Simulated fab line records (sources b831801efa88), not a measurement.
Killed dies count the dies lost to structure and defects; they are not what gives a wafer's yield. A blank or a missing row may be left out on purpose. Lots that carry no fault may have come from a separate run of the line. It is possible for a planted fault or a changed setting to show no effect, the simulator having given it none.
fab line records | flow sky130
record: lots: 24 | wafers: 72 | last_day: 50
route steps=708 shown METAL1@450 VIA1@460 METAL2@498
lots with no fault: from the same line, run without faults
start_h: hours from the record's first day to the start of the lot's first wafer shown | wait_h: how many hours have passed since the lot's step before this one | " identical to the entry in the row above | L1.1+2: several wafers, shown together as one row | - no value, or no start given | * or withheld: withheld | < > ~ a bound
route shown NAME@n: NAME is a module with steps in the file, n the number in the route of the first one | usual: the fault-free wafers' mean and standard deviation | same: alike in all rows | chamber/n: place in a boat | sites: the reading at each site | _std_site: standard deviation of those values | _edge_site: inner sites' mean taken away from outer sites' mean | radius_mm: for every site, how far away it sits from the centre of the wafer | mask NAME#n: copy n | behind: the tool/chamber that last shaped the wafer | hold: reason for holding the lot/hours on hold/outcome of the hold | device: which transistor (n, p or np) failed to switch | end of line: the tests these same wafers got at the end of their route | a step with no rows: only its recipe | killed: count of dies lost to structure and defects at first sort (not the wafer's yield) | map: per-die view of a wafer (x killed, . not killed, _ where there is no die)
set.NAME: setting as actually run; set.NAME@STEP: the setting as run at that earlier step | model.NAME: the simulator's own value behind a step, which no gauge read
steps of the route over a sample of lots; a table a step, a row a wafer
services: a tool's chamber out of use, with start hour (start_h, from the record's first day; less than 0 if before it), hours out, and reason
== steps ==
step: SKY_METAL1_OVL_MEAS_16
usual: METAL1_OVL: 0/5.9
lot.wafer | tool       | chamber | start_h | wait_h | METAL1_OVL[nm]
L074.1    | overlay-02 | -       | 760.93  | 0.1    | 0
L074.4    | "          | -       | "       | "      | 0
L074.5    | "          | -       | "       | "      | -8
L075.3    | overlay-02 | -       | 763.39  | 0.1    | -1
L075.4    | "          | -       | "       | "      | -2
L075.6    | "          | -       | "       | "      | -5
L076.1    | overlay-02 | -       | 775.51  | 0.1    | -6
L076.5    | "          | -       | "       | "      | -1
L076.6    | "          | -       | "       | "      | 1
L077.2    | overlay-02 | -       | 784.61  | 0.1    | -9
L077.3    | "          | -       | "       | "      | -1
L077.4    | "          | -       | "       | "      | -4
L078.2    | overlay-02 | -       | 785.91  | 0.1    | 2
L078.3    | "          | -       | "       | "      | -6
L078.5    | "          | -       | "       | "      | -1
L079.2    | overlay-01 | -       | 810.22  | 0.1    | -3
L079.3    | "          | -       | "       | "      | -5
L079.5    | "          | -       | "       | "      | -1
L080.2    | overlay-02 | -       | 816.43  | 0.1    | 6
L080.3    | "          | -       | "       | "      | 6
L080.6    | "          | -       | "       | "      | 12
L082.2    | overlay-01 | -       | 829.58  | 0.1    | -1
L082.3    | "          | -       | "       | "      | 10
L082.5    | "          | -       | "       | "      | 3
L083.2    | overlay-01 | -       | 835.81  | 0.1    | 0
L083.4    | "          | -       | "       | "      | 2
L083.5    | "          | -       | "       | "      | -1
L084.1    | overlay-01 | -       | 851.73  | 0.1    | -5
L084.3    | "          | -       | "       | "      | -2
L084.5    | "          | -       | "       | "      | 1
L081.1    | overlay-02 | -       | 852.41  | 0.1    | -3
L081.5    | "          | -       | "       | "      | -9
L081.6    | "          | -       | "       | "      | -7
L085.3    | overlay-01 | -       | 853.24  | 0.1    | 7
L085.5    | "          | -       | "       | "      | 11
L085.6    | "          | -       | "       | "      | 14
L086.1    | overlay-02 | -       | 863.21  | 0.1    | 17
L086.2    | "          | -       | "       | "      | 11
L086.4    | "          | -       | "       | "      | 9
L087.4    | overlay-01 | -       | 863.55  | 0.1    | -2
L087.5    | "          | -       | "       | "      | -3
L087.6    | "          | -       | "       | "      | 1
L088.1    | overlay-02 | -       | 873.61  | 0.1    | -9
L088.2    | "          | -       | "       | "      | -6
L088.3    | "          | -       | "       | "      | -10
L089.1    | overlay-02 | -       | 882.88  | 0.1    | 5
L089.3    | "          | -       | "       | "      | 1
L089.6    | "          | -       | "       | "      | -3
L090.2    | overlay-01 | -       | 888.61  | 0.1    | 2
L090.4    | "          | -       | "       | "      | 4
L090.5    | "          | -       | "       | "      | -6
L091.1    | overlay-01 | -       | 893.98  | 0.1    | 6
L091.3    | "          | -       | "       | "      | 4
L091.4    | "          | -       | "       | "      | -2
L092.3    | overlay-01 | -       | 902.57  | 0.1    | -1
L092.4    | "          | -       | "       | "      | -1
L092.6    | "          | -       | "       | "      | 5
L093.1    | overlay-01 | -       | 914.28  | 0.1    | -8
L093.2    | "          | -       | "       | "      | -6
L093.5    | "          | -       | "       | "      | -13
L094.4    | overlay-01 | -       | 918.20  | 0.1    | -3
L094.5    | "          | -       | "       | "      | -7
L094.6    | "          | -       | "       | "      | -2
L095.1    | overlay-01 | -       | 919.83  | 0.1    | 3
L095.3    | "          | -       | "       | "      | -3
L095.5    | "          | -       | "       | "      | 5
L096.2    | overlay-01 | -       | 924.96  | 0.1    | 9
L096.3    | "          | -       | "       | "      | -1
L096.6    | "          | -       | "       | "      | 9
L097.2    | overlay-01 | -       | 937.73  | 0.1    | 0
L097.3    | "          | -       | "       | "      | -2
L097.5    | "          | -       | "       | "      | 0
step: SKY_METAL1_DESCUM_17
recipe: chemistry: O2 | source_power_w: 150 | bias_power_w: 0 | pressure_mtorr: 10 | temp_c: 40 | time_s: 8
usual: drypump_motor_current_A: 5.87/0.27 | oes_product_au: 1.000/0.0066
lot.wafer | tool         | chamber | start_h | wait_h | drypump_motor_current_A | oes_product_au | rf_hours_counter_h
L074.1    | rie_metal-01 | 1       | 760.96  | 0.0    | 6.17                    | 0.990          | 8
L074.4    | "            | 0       | "       | "      | 5.46                    | 0.994          | -
L074.5    | "            | 1       | "       | "      | 6.17                    | 1.004          | -
L075.3    | rie_metal-04 | 1       | 763.42  | 0.0    | 6.21                    | 1.000          | -
L075.4    | "            | 0       | "       | "      | 5.97                    | 1.000          | -
L075.6    | "            | 1       | "       | "      | 6.21                    | 1.011          | -
L076.1    | rie_metal-01 | 1       | 775.54  | 0.0    | 6.17                    | 0.994          | 8
L076.5    | "            | 1       | "       | "      | 6.17                    | 0.987          | -
L076.6    | "            | 0       | "       | "      | 5.51                    | 1.008          | -
L077.2    | rie_metal-04 | 0       | 784.64  | 0.0    | 5.96                    | 0.999          | 2
L077.3    | "            | 0       | "       | "      | 5.98                    | 1.004          | -
L077.4    | "            | 1       | "       | "      | 6.21                    | 1.000          | -
L078.2    | rie_metal-01 | 0       | 785.94  | 0.0    | 5.49                    | 1.003          | 10
L078.3    | "            | 0       | "       | "      | 5.48                    | 1.004          | -
L078.5    | "            | 1       | "       | "      | 6.16                    | 0.994          | -
L079.2    | rie_metal-02 | 1       | 810.25  | 0.0    | 5.87                    | 0.993          | 8
L079.3    | "            | 0       | "       | "      | 5.64                    | 1.006          | -
L079.5    | "            | 1       | "       | "      | 5.82                    | 1.001          | -
L080.2    | rie_metal-01 | 0       | 816.46  | 0.0    | 5.47                    | 1.005          | 11
L080.3    | "            | 1       | "       | "      | 6.18                    | 0.987          | -
L080.6    | "            | 1       | "       | "      | 6.18                    | 0.996          | -
L082.2    | rie_metal-02 | 1       | 829.61  | 0.0    | 5.84                    | 0.997          | 9
L082.3    | "            | 0       | "       | "      | 5.66                    | 1.014          | -
L082.5    | "            | 1       | "       | "      | 5.82                    | 0.989          | -
L083.2    | rie_metal-04 | 1       | 835.84  | 0.0    | 6.21                    | 1.001          | 9
L083.4    | "            | 1       | "       | "      | 6.20                    | 1.003          | -
L083.5    | "            | 1       | "       | "      | 6.20                    | 1.002          | -
L084.1    | rie_metal-02 | 1       | 851.77  | 0.0    | 5.84                    | 0.999          | 10
L084.3    | "            | 1       | "       | "      | 5.83                    | 1.001          | -
L084.5    | "            | 1       | "       | "      | 5.84                    | 0.999          | -
L081.1    | rie_metal-02 | 0       | 852.44  | 0.0    | 5.59                    | 1.004          | 16
L081.5    | "            | 1       | "       | "      | 5.85                    | 0.994          | -
L081.6    | "            | 0       | "       | "      | 5.59                    | 1.013          | -
L085.3    | rie_metal-04 | 0       | 853.27  | 0.0    | 5.95                    | 0.996          | -
L085.5    | "            | 0       | "       | "      | 5.96                    | 1.007          | -
L085.6    | "            | 1       | "       | "      | 6.21                    | 1.008          | -
L086.1    | rie_metal-02 | 1       | 863.25  | 0.0    | 5.85                    | 1.004          | 10
L086.2    | "            | 0       | "       | "      | 5.63                    | 1.005          | 17
L086.4    | "            | 1       | "       | "      | 5.83                    | 1.008          | -
L087.4    | rie_metal-01 | 1       | 863.58  | 0.0    | 6.18                    | 0.999          | -
L087.5    | "            | 0       | "       | "      | 5.51                    | 1.006          | -
L087.6    | "            | 1       | "       | "      | 6.17                    | 0.994          | -
L088.1    | rie_metal-02 | 1       | 873.64  | 0.0    | 5.85                    | 0.993          | 11
L088.2    | "            | 1       | "       | "      | 5.85                    | 0.987          | -
L088.3    | "            | 1       | "       | "      | 5.84                    | 0.999          | -
L089.1    | rie_metal-01 | 1       | 882.91  | 0.0    | 6.15                    | 1.006          | 12
L089.3    | "            | 1       | "       | "      | 6.16                    | 0.995          | -
L089.6    | "            | 1       | "       | "      | 6.16                    | 0.996          | -
L090.2    | rie_metal-01 | 1       | 888.64  | 0.0    | 6.17                    | 0.988          | 12
L090.4    | "            | 0       | "       | "      | 5.48                    | 1.001          | -
L090.5    | "            | 1       | "       | "      | 6.19                    | 0.987          | -
L091.1    | rie_metal-01 | 1       | 894.01  | 0.0    | 6.18                    | 0.993          | 12
L091.3    | "            | 1       | "       | "      | 6.17                    | 0.994          | -
L091.4    | "            | 0       | "       | "      | 5.49                    | 1.000          | -
L092.3    | rie_metal-02 | 0       | 902.60  | 0.0    | 5.63                    | 1.005          | -
L092.4    | "            | 1       | "       | "      | 5.84                    | 0.986          | -
L092.6    | "            | 0       | "       | "      | 5.62                    | 0.996          | -
L093.1    | rie_metal-04 | 1       | 914.31  | 0.0    | 6.22                    | 0.997          | 11
L093.2    | "            | 0       | "       | "      | 5.99                    | 1.007          | 7
L093.5    | "            | 0       | "       | "      | 5.98                    | 1.008          | -
L094.4    | rie_metal-04 | 0       | 918.23  | 0.0    | 5.95                    | 1.010          | -
L094.5    | "            | 0       | "       | "      | 5.97                    | 1.009          | -
L094.6    | "            | 1       | "       | "      | 6.18                    | 0.999          | -
L095.1    | rie_metal-02 | 0       | 919.86  | 0.0    | 5.61                    | 1.000          | 2
L095.3    | "            | 0       | "       | "      | 5.61                    | 0.999          | -
L095.5    | "            | 1       | "       | "      | 5.80                    | 1.002          | -
L096.2    | rie_metal-01 | 1       | 924.99  | 0.0    | 6.17                    | 0.989          | 14
L096.3    | "            | 1       | "       | "      | 6.16                    | 0.993          | -
L096.6    | "            | 0       | "       | "      | 5.47                    | 0.997          | -
L097.2    | rie_metal-04 | 1       | 937.76  | 0.0    | 6.21                    | 0.996          | 12
L097.3    | "            | 0       | "       | "      | 5.97                    | 1.001          | -
L097.5    | "            | 0       | "       | "      | 5.98                    | 0.997          | -
step: SKY_VIA1_CMP_02
recipe: material: SiO2 | down_force_psi: 4 | platen_rpm: 60 | pad_velocity_m_s: 0.94248
usual: motor_current_A: 11.9/1.4
lot.wafer | tool   | chamber | start_h | wait_h | motor_current_A
L074.4    | cmp-02 | 2       | 762.03  | 0.1    | 11.3
L074.1    | "      | 0       | "       | "      | 11.2
L074.5    | "      | 1       | "       | "      | 13.4
L075.4    | cmp-02 | 2       | 764.42  | 0.1    | 11.3
L075.3    | "      | 3       | "       | "      | 10.0
L075.6    | "      | 1       | "       | "      | 13.7
L076.1    | cmp-01 | 2       | 776.59  | 0.1    | 14.8
L076.6    | "      | 0       | "       | "      | 11.6
L076.5    | "      | 1       | "       | "      | 11.2
L077.2    | cmp-01 | 1       | 785.59  | 0.0    | 10.8
L077.4    | "      | 2       | "       | "      | 14.1
L077.3    | "      | 0       | "       | "      | 11.2
L078.3    | cmp-01 | 1       | 786.89  | 0.0    | 10.5
L078.2    | "      | 2       | "       | "      | 14.8
L078.5    | "      | 2       | "       | "      | 13.5
L079.2    | cmp-02 | 2       | 811.19  | 0.0    | 11.3
L079.3    | "      | 1       | "       | "      | 13.7
L079.5    | "      | 3       | "       | "      | 10.5
L080.2    | cmp-01 | 0       | 817.41  | 0.0    | 11.0
L080.3    | "      | 2       | "       | "      | 14.5
L080.6    | "      | 1       | "       | "      | 10.5
L082.2    | cmp-02 | 1       | 830.67  | 0.1    | 13.9
L082.3    | "      | 2       | "       | "      | 11.9
L082.5    | "      | 0       | "       | "      | 11.2
L083.4    | cmp-02 | 3       | 836.82  | 0.0    | 10.4
L083.2    | "      | 1       | "       | "      | 13.8
L083.5    | "      | 0       | "       | "      | 10.8
L084.1    | cmp-02 | 3       | 853.30  | 0.1    | 10.1
L084.3    | "      | 0       | "       | "      | 11.5
L084.5    | "      | 0       | "       | "      | 11.5
L081.1    | cmp-02 | 3       | 853.95  | 0.2    | 10.3
L081.5    | "      | 0       | "       | "      | 11.5
L081.6    | "      | 1       | "       | "      | 13.7
L085.3    | cmp-01 | 2       | 854.81  | 0.2    | 14.8
L085.5    | "      | 3       | "       | "      | 12.7
L085.6    | "      | 0       | "       | "      | 10.6
L086.2    | cmp-01 | 1       | 864.29  | 0.1    | 10.7
L086.1    | "      | 2       | "       | "      | 14.4
L086.4    | "      | 3       | "       | "      | 12.3
L087.4    | cmp-01 | 3       | 864.89  | 0.4    | 12.6
L087.6    | "      | 2       | "       | "      | 14.5
L087.5    | "      | 3       | "       | "      | 11.6
L088.3    | cmp-01 | 2       | 874.78  | 0.0    | 13.8
L088.1    | "      | 3       | "       | "      | 12.7
L088.2    | "      | 0       | "       | "      | 11.2
L089.3    | cmp-02 | 2       | 884.23  | 0.4    | 11.7
L089.1    | "      | 0       | "       | "      | 11.4
L089.6    | "      | 1       | "       | "      | 13.0
L090.4    | cmp-02 | 2       | 889.60  | 0.0    | 11.5
L090.2    | "      | 0       | "       | "      | 12.0
L090.5    | "      | 2       | "       | "      | 11.6
L091.1    | cmp-01 | 1       | 894.99  | 0.1    | 11.6
L091.4    | "      | 2       | "       | "      | 14.6
L091.3    | "      | 0       | "       | "      | 11.3
L092.4    | cmp-02 | 0       | 903.58  | 0.0    | 11.5
L092.3    | "      | 2       | "       | "      | 11.7
L092.6    | "      | 1       | "       | "      | 13.8
L093.2    | cmp-02 | 3       | 917.98  | 2.8    | 10.0
L093.1    | "      | 0       | "       | "      | 11.2
L093.5    | "      | 1       | "       | "      | 13.6
L094.4    | cmp-02 | 0       | 919.22  | 0.1    | 11.6
L094.5    | "      | 3       | "       | "      | 10.1
L094.6    | "      | 0       | "       | "      | 11.3
L095.1    | cmp-02 | 1       | 920.81  | 0.1    | 13.3
L095.3    | "      | 3       | "       | "      | 10.1
L095.5    | "      | 2       | "       | "      | 11.4
L096.3    | cmp-01 | 1       | 926.68  | 0.3    | 10.9
L096.2    | "      | 2       | "       | "      | 14.5
L096.6    | "      | 0       | "       | "      | 11.0
L097.2    | cmp-02 | 3       | 938.92  | 0.1    | 10.6
L097.3    | "      | 0       | "       | "      | 11.1
L097.5    | "      | 3       | "       | "      | 10.0
step: SKY_VIA1_ETCH_15
recipe: target: SiO2 | chemistry: C4F8/O2/Ar | target_depth_nm: 351 | stop_on: TiN | mask_material: KrF-thick | source_w: 1500 | bias_w: 1200 | pressure_mtorr: 40 | c4f8_flow_sccm: withheld | O2_flow_sccm: 6 | Ar_flow_sccm: 300 | time_s: 54
usual: bias_w: 1200/3.6 | oes_product_au: 0.980/0.0059
lot.wafer | tool        | chamber | start_h | wait_h | bias_w | oes_product_au | rf_hours_counter_h
L074.1    | rie_diel-04 | 0       | 789.58  | 0.0    | 1196   | 0.991          | 5
L074.4    | "           | 1       | "       | "      | 1196   | 0.981          | -
L074.5    | "           | 3       | "       | "      | 1197   | 0.982          | -
L075.3    | rie_diel-04 | 3       | 791.78  | 0.0    | 1208   | 0.983          | 19
L075.4    | "           | 3       | "       | "      | 1198   | 0.967          | -
L075.6    | "           | 0       | "       | "      | 1201   | 0.984          | -
L076.1    | rie_diel-02 | 0       | 802.52  | 0.0    | 1193   | 0.984          | 16
L076.5    | "           | 1       | "       | "      | 1203   | 0.977          | -
L076.6    | "           | 2       | "       | "      | 1199   | 0.979          | -
L077.2    | rie_diel-04 | 2       | 812.08  | 0.0    | 1204   | 0.978          | 5
L077.3    | "           | 3       | "       | "      | 1206   | 0.974          | 20
L077.4    | "           | 0       | "       | "      | 1196   | 0.976          | 6
L078.2    | rie_diel-01 | 2       | 813.22  | 0.0    | 1200   | 0.976          | 22
L078.3    | "           | 3       | "       | "      | 1204   | 0.978          | 16
L078.5    | "           | 2       | "       | "      | 1204   | 0.978          | -
L079.2    | rie_diel-02 | 2       | 837.58  | 0.0    | 1205   | 0.992          | 20
L079.3    | "           | 3       | "       | "      | 1200   | 0.978          | 25
L079.5    | "           | 3       | "       | "      | 1199   | 0.978          | -
L080.2    | rie_diel-01 | 3       | 844.77  | 0.0    | 1200   | 0.975          | 17
L080.3    | "           | 0       | "       | "      | 1202   | 0.977          | 19
L080.6    | "           | 1       | "       | "      | 1203   | 0.990          | -
L082.2    | rie_diel-04 | 3       | 857.53  | 0.0    | 1207   | 0.986          | 21
L082.3    | "           | 2       | "       | "      | 1200   | 0.987          | 6
L082.5    | "           | 0       | "       | "      | 1200   | 0.977          | -
L083.2    | rie_diel-01 | 2       | 862.52  | 0.0    | 1201   | 0.984          | 23
L083.4    | "           | 3       | "       | "      | 1198   | 0.984          | 18
L083.5    | "           | 3       | "       | "      | 1201   | 0.976          | -
L084.1    | rie_diel-02 | 0       | 879.58  | 0.0    | 1204   | 0.981          | 18
L084.3    | "           | 2       | "       | "      | 1201   | 0.983          | 21
L084.5    | "           | 0       | "       | "      | 1206   | 0.984          | -
L081.1    | rie_diel-04 | 3       | 880.63  | 0.0    | 1202   | 0.976          | 22
L081.5    | "           | 3       | "       | "      | 1197   | 0.974          | -
L081.6    | "           | 2       | "       | "      | 1209   | 0.973          | -
L085.3    | rie_diel-01 | 0       | 880.82  | 0.0    | 1198   | 0.987          | 20
L085.5    | "           | 3       | "       | "      | 1200   | 0.980          | -
L085.6    | "           | 0       | "       | "      | 1195   | 0.981          | -
L086.1    | rie_diel-01 | 2       | 891.15  | 0.0    | 1202   | 0.982          | 24
L086.2    | "           | 0       | "       | "      | 1203   | 0.973          | 21
L086.4    | "           | 3       | "       | "      | 1190   | 0.981          | 19
L087.4    | rie_diel-04 | 2       | 891.76  | 0.0    | 1204   | 0.978          | -
L087.5    | "           | 0       | "       | "      | 1193   | 0.979          | -
L087.6    | "           | 1       | "       | "      | 1200   | 0.970          | -
L088.1    | rie_diel-01 | 0       | 900.92  | 0.0    | 1200   | 0.984          | 21
L088.2    | "           | 2       | "       | "      | 1197   | 0.985          | 24
L088.3    | "           | 1       | "       | "      | 1199   | 0.982          | 8
L089.1    | rie_diel-01 | 2       | 910.40  | 0.0    | 1200   | 0.978          | 25
L089.3    | "           | 3       | "       | "      | 1200   | 0.978          | 20
L089.6    | "           | 2       | "       | "      | 1202   | 0.979          | -
L090.2    | rie_diel-04 | 1       | 915.38  | 0.0    | 1195   | 0.978          | 20
L090.4    | "           | 0       | "       | "      | 1196   | 0.984          | 9
L090.5    | "           | 0       | "       | "      | 1196   | 0.985          | -
L091.1    | rie_diel-02 | 0       | 920.28  | 0.0    | 1201   | 0.980          | 19
L091.3    | "           | 2       | "       | "      | 1196   | 0.986          | 23
L091.4    | "           | 3       | "       | "      | 1201   | 0.983          | 1
L092.3    | rie_diel-01 | 0       | 928.13  | 0.0    | 1204   | 0.971          | 22
L092.4    | "           | 2       | "       | "      | 1199   | 0.981          | 25
L092.6    | "           | 3       | "       | "      | 1199   | 0.983          | -
L093.1    | rie_diel-02 | 0       | 942.58  | 0.0    | 1201   | 0.986          | 20
L093.2    | "           | 2       | "       | "      | 1196   | 0.980          | 23
L093.5    | "           | 2       | "       | "      | 1199   | 0.988          | -
L094.4    | rie_diel-01 | 2       | 944.17  | 0.0    | 1196   | 0.988          | 26
L094.5    | "           | 2       | "       | "      | 1199   | 0.977          | -
L094.6    | "           | 3       | "       | "      | 1194   | 0.988          | -
L095.1    | rie_diel-04 | 3       | 945.38  | 0.0    | 1200   | 0.976          | 23
L095.3    | "           | 3       | "       | "      | 1212   | 0.974          | -
L095.5    | "           | 2       | "       | "      | 1202   | 0.979          | -
L096.2    | rie_diel-01 | 2       | 951.38  | 0.0    | 1197   | 0.979          | 26
L096.3    | "           | 3       | "       | "      | 1194   | 0.978          | 21
L096.6    | "           | 1       | "       | "      | 1206   | 0.986          | -
L097.2    | rie_diel-02 | 3       | 963.51  | 0.0    | 1199   | 0.979          | 2
L097.3    | "           | 0       | "       | "      | 1199   | 0.980          | 20
L097.5    | "           | 2       | "       | "      | 1201   | 0.993          | -
step: SKY_VIA1_CVD_21
recipe: material: W | target_thk_nm: 270 | time_s: 80.902 | temp_c: 400 | pressure_torr: 40
usual: heater_power_w: 958/86
lot.wafer | tool     | chamber | start_h | wait_h | heater_power_w
L074.1    | cvd_w-02 | 1       | 790.28  | 0.0    | 1059
L074.4    | "        | 1       | "       | "      | 1045
L074.5    | "        | 1       | "       | "      | 1088
L075.3    | cvd_w-02 | 0       | 792.51  | 0.1    | 982
L075.4    | "        | 1       | "       | "      | 1049
L075.6    | "        | 1       | "       | "      | 1047
L076.1    | cvd_w-01 | 1       | 803.22  | 0.0    | 952
L076.5    | "        | 0       | "       | "      | 807
L076.6    | "        | 1       | "       | "      | 946
L077.2    | cvd_w-02 | 0       | 812.78  | 0.0    | 986
L077.3    | "        | 0       | "       | "      | 979
L077.4    | "        | 1       | "       | "      | 1052
L078.2    | cvd_w-02 | 0       | 813.92  | 0.0    | 951
L078.3    | "        | 0       | "       | "      | 949
L078.5    | "        | 0       | "       | "      | 963
L079.2    | cvd_w-01 | 0       | 838.28  | 0.0    | 810
L079.3    | "        | 1       | "       | "      | 934
L079.5    | "        | 0       | "       | "      | 801
L080.2    | cvd_w-01 | 1       | 845.47  | 0.0    | 960
L080.3    | "        | 0       | "       | "      | 800
L080.6    | "        | 0       | "       | "      | 796
L082.2    | cvd_w-01 | 1       | 858.23  | 0.0    | 954
L082.3    | "        | 1       | "       | "      | 928
L082.5    | "        | 0       | "       | "      | 823
L083.2    | cvd_w-01 | 1       | 863.23  | 0.0    | 936
L083.4    | "        | 0       | "       | "      | 801
L083.5    | "        | 1       | "       | "      | 935
L084.1    | cvd_w-01 | 0       | 880.29  | 0.0    | 782
L084.3    | "        | 0       | "       | "      | 789
L084.5    | "        | 1       | "       | "      | 945
L081.1    | cvd_w-02 | 0       | 881.34  | 0.0    | 996
L081.5    | "        | 0       | "       | "      | 988
L081.6    | "        | 1       | "       | "      | 1051
L085.3    | cvd_w-02 | 0       | 881.55  | 0.1    | 977
L085.5    | "        | 1       | "       | "      | 1050
L085.6    | "        | 0       | "       | "      | 989
L086.1    | cvd_w-02 | 1       | 891.94  | 0.0    | 1061
L086.2    | "        | 0       | "       | "      | 959
L086.4    | "        | 0       | "       | "      | 960
L087.4    | cvd_w-02 | 0       | 892.48  | 0.1    | 969
L087.5    | "        | 1       | "       | "      | 1058
L087.6    | "        | 0       | "       | "      | 970
L088.1    | cvd_w-01 | 0       | 901.66  | 0.0    | 806
L088.2    | "        | 1       | "       | "      | 950
L088.3    | "        | 1       | "       | "      | 944
L089.1    | cvd_w-02 | 1       | 911.17  | 0.0    | 1060
L089.3    | "        | 0       | "       | "      | 956
L089.6    | "        | 0       | "       | "      | 989
L090.2    | cvd_w-02 | 0       | 916.17  | 0.0    | 957
L090.4    | "        | 0       | "       | "      | 985
L090.5    | "        | 0       | "       | "      | 962
L091.1    | cvd_w-01 | 1       | 921.03  | 0.0    | 970
L091.3    | "        | 1       | "       | "      | 970
L091.4    | "        | 0       | "       | "      | 793
L092.3    | cvd_w-02 | 1       | 928.97  | 0.1    | 1073
L092.4    | "        | 0       | "       | "      | 969
L092.6    | "        | 1       | "       | "      | 1039
L093.1    | cvd_w-02 | 0       | 943.29  | 0.0    | 985
L093.2    | "        | 0       | "       | "      | 976
L093.5    | "        | 0       | "       | "      | 976
L094.4    | cvd_w-02 | 0       | 945.14  | 0.1    | 1006
L094.5    | "        | 0       | "       | "      | 951
L094.6    | "        | 0       | "       | "      | 962
L095.1    | cvd_w-02 | 0       | 946.14  | 0.0    | 989
L095.3    | "        | 0       | "       | "      | 969
L095.5    | "        | 0       | "       | "      | 969
L096.2    | cvd_w-01 | 1       | 952.12  | 0.0    | 991
L096.3    | "        | 0       | "       | "      | 821
L096.6    | "        | 0       | "       | "      | 809
L097.2    | cvd_w-02 | 1       | 964.25  | 0.0    | 1041
L097.3    | "        | 1       | "       | "      | 1067
L097.5    | "        | 0       | "       | "      | 980
step: SKY_METAL2_CD_MEAS_15
recipe: target_cd_nm: 140
usual: cd_nm: 139.8/1.5
lot.wafer | tool      | chamber | start_h | wait_h | cd_nm
L074.1    | cd_sem-01 | -       | 816.96  | -      | 139.7
L074.4    | "         | -       | "       | "      | 140.6
L074.5    | "         | -       | "       | "      | 139.7
L075.3    | cd_sem-01 | -       | 818.98  | -      | 139.3
L075.4    | "         | -       | "       | "      | 139.7
L075.6    | "         | -       | "       | "      | 139.4
L076.1    | cd_sem-01 | -       | 829.57  | -      | 138.3
L076.5    | "         | -       | "       | "      | 138.4
L076.6    | "         | -       | "       | "      | 138.4
L077.2    | cd_sem-01 | -       | 840.06  | -      | 139.2
L077.3    | "         | -       | "       | "      | 141.6
L077.4    | "         | -       | "       | "      | 138.7
L078.2    | cd_sem-01 | -       | 840.71  | -      | 141.5
L078.3    | "         | -       | "       | "      | 140.1
L078.5    | "         | -       | "       | "      | 141.0
L079.2    | cd_sem-01 | -       | 864.36  | -      | 140.7
L079.3    | "         | -       | "       | "      | 138.6
L079.5    | "         | -       | "       | "      | 140.1
L080.2    | cd_sem-02 | -       | 872.17  | -      | 141.3
L080.3    | "         | -       | "       | "      | 142.3
L080.6    | "         | -       | "       | "      | 142.1
L082.2    | cd_sem-02 | -       | 884.91  | -      | 140.1
L082.3    | "         | -       | "       | "      | 140.4
L082.5    | "         | -       | "       | "      | 138.6
L083.2    | cd_sem-01 | -       | 889.98  | -      | 139.9
L083.4    | "         | -       | "       | "      | 139.9
L083.5    | "         | -       | "       | "      | 139.6
L084.1    | cd_sem-01 | -       | 906.24  | -      | 139.4
L084.3    | "         | -       | "       | "      | 140.5
L084.5    | "         | -       | "       | "      | 142.1
L081.1    | cd_sem-01 | -       | 907.37  | -      | 141.3
L081.5    | "         | -       | "       | "      | 139.4
L081.6    | "         | -       | "       | "      | 140.3
L085.3    | cd_sem-02 | -       | 907.90  | -      | 140.4
L085.5    | "         | -       | "       | "      | 140.7
L085.6    | "         | -       | "       | "      | 138.3
L086.1    | cd_sem-02 | -       | 917.71  | -      | 140.4
L086.2    | "         | -       | "       | "      | 140.8
L086.4    | "         | -       | "       | "      | 139.3
L087.4    | cd_sem-01 | -       | 917.95  | -      | 140.2
L087.5    | "         | -       | "       | "      | 139.6
L087.6    | "         | -       | "       | "      | 139.7
L088.1    | cd_sem-02 | -       | 927.07  | -      | 140.9
L088.2    | "         | -       | "       | "      | 139.8
L088.3    | "         | -       | "       | "      | 140.2
L089.1    | cd_sem-01 | -       | 936.69  | -      | 142.4
L089.3    | "         | -       | "       | "      | 141.6
L089.6    | "         | -       | "       | "      | 141.7
L090.2    | cd_sem-02 | -       | 943.04  | -      | 138.4
L090.4    | "         | -       | "       | "      | 138.4
L090.5    | "         | -       | "       | "      | 138.3
L091.1    | cd_sem-02 | -       | 945.56  | -      | 140.7
L091.3    | "         | -       | "       | "      | 139.7
L091.4    | "         | -       | "       | "      | 142.4
L092.3    | cd_sem-01 | -       | 953.90  | -      | 138.0
L092.4    | "         | -       | "       | "      | 139.4
L092.6    | "         | -       | "       | "      | 136.4
L093.1    | cd_sem-01 | -       | 968.32  | -      | 136.9
L093.2    | "         | -       | "       | "      | 138.3
L093.5    | "         | -       | "       | "      | 139.2
L094.4    | cd_sem-01 | -       | 969.60  | -      | 138.1
L094.5    | "         | -       | "       | "      | 139.3
L094.6    | "         | -       | "       | "      | 141.4
L095.1    | cd_sem-01 | -       | 971.41  | -      | 141.1
L095.3    | "         | -       | "       | "      | 141.4
L095.5    | "         | -       | "       | "      | 142.0
L096.2    | cd_sem-02 | -       | 976.94  | -      | 138.9
L096.3    | "         | -       | "       | "      | 138.7
L096.6    | "         | -       | "       | "      | 138.8
L097.2    | cd_sem-01 | -       | 988.78  | -      | 137.3
L097.3    | "         | -       | "       | "      | 136.9
L097.5    | "         | -       | "       | "      | 137.3
== services ==
tool         | chamber | start_h | hours | kind
cmp-02       | -       | 744.00  | 4.0   | pm
rie_diel-01  | 1       | 749.10  | 4.6   | repair
rie_diel-01  | 2       | 768.86  | 7.4   | repair
cmp-02       | -       | 769.86  | 2.8   | repair
rie_metal-01 | -       | 776.32  | 2.8   | pm
rie_diel-01  | 0       | 787.90  | 2.6   | repair
cvd_w-02     | -       | 798.61  | 6.9   | pm
cvd_w-01     | 0       | 820.31  | 2.8   | repair
rie_diel-01  | -       | 852.33  | 0.3   | repair
rie_metal-01 | -       | 861.80  | 0.6   | repair
cmp-02       | -       | 862.43  | 21.5  | repair
cvd_w-01     | -       | 880.63  | 14.6  | pm
cmp-01       | -       | 883.16  | 2.1   | repair
cmp-02       | -       | 894.13  | 1.2   | repair
cmp-01       | -       | 900.75  | 5.7   | repair
rie_diel-01  | -       | 901.04  | 2.8   | pm
cvd_w-01     | -       | 904.00  | 14.0  | pm
cmp-02       | -       | 905.50  | 1.2   | repair
cmp-02       | -       | 910.89  | 6.7   | repair
cmp-01       | -       | 912.45  | 4.0   | pm
cmp-01       | -       | 920.24  | 1.6   | repair
cvd_w-02     | 1       | 935.26  | 21.4  | repair
cmp-01       | -       | 952.05  | 1.2   | repair
rie_diel-01  | -       | 955.42  | 3.6   | repair
== key ==
fault none
